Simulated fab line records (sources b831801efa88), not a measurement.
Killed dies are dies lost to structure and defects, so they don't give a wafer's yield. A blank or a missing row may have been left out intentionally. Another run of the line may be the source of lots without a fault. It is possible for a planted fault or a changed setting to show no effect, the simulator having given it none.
Code-filled problem report in 8D (eight disciplines) form | flow sky130 | the parts of the form that need people (team, actions taken, sign-off) are left out

1. PROBLEM STATEMENT
chamber pressure Torr at SKY_VIA1_CVD_21 reads a mean of 42.25 Torr on 9 wafers of 3 lots; wafers without a fault read 40.01 Torr with a standard deviation of 0.084. That is +27 standard deviations from the usual mean.
The step: deposits W, target thk 270 nm, time 80.902 s.
Seen first at day 37 03:44 on cvd w-01, wafer L917.1. The record holds 38 wafers of 13 lots with a number at this step. By rule, "out" or "out of limits" means more than 4 standard deviations away from the usual mean. The rest of the wafers with a number are treated as sound.

2. WHAT IT IS, AND WHAT IT ISN'T
question                    | is                     | is not
which readings at this step | chamber pressure Torr  | heater power outer w, heater power w
which lots                  | L917, L918, L920       | L909, L910, L911, L912, L915, L926, L928, L929, L931, L932
which wafers of those lots  | all that have a number | -
read on which tools         | cvd w-01               | cvd w-02
when                        | from day 37 03:44      | up to then (15 sound wafers); but 14 sound wafers of L926, L928, L929, L931, L932 came after

3. SUSPECTS, AND WHAT RULES EACH OUT
Counting: a tool at a process step up to the reading stays a suspect if it ran every lot that is out and no sound lot after the first of them.
- cvd w-01 at SKY_VIA1_CVD_21 (deposits W, target thk 270 nm, time 80.902 s): kept. It processed each lot that is out, first L917 at day 37 03:44, and no sound lot thereafter; up to then, the last sound lot it processed was L915 at day 36 10:37. Out on those wafers are its own readings of chamber pressure Torr.
After counting, what remains is cvd w-01 at SKY_VIA1_CVD_21.

4. THE CAUSE (what the simulator had put in)
Drift in process parameters on cvd w-01 at SKY_VIA1_CVD_21, starting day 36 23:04. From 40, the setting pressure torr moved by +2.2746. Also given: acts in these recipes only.
Only this tool survived the counting.

5. THE EFFECT CHAIN, in route order
Each row: a reading where the mean over the struck wafers with a number is more than 3 standard deviations away from the usual. Scope: only readings with a usual standard deviation given in the record; hours: median across lots of the time from each lot's start at the first step in this table that gives one to its start at this step; sigmas: change in usual standard deviations.
hours | step            | reading               | usual      | on struck wafers | change | sigmas
0     | SKY_VIA1_CVD_21 | chamber pressure Torr | 40.01 Torr | 42.25            | +2.24  | +27
Its process steps:
- SKY_VIA1_CVD_21: deposits W, target thk 270 nm, time 80.902 s.

6. WHAT WOULD HAVE CAUGHT IT SOONER
5 hours passed between the start of the fault at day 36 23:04 and the first reading out of limits in this record, taken at day 37 03:44.
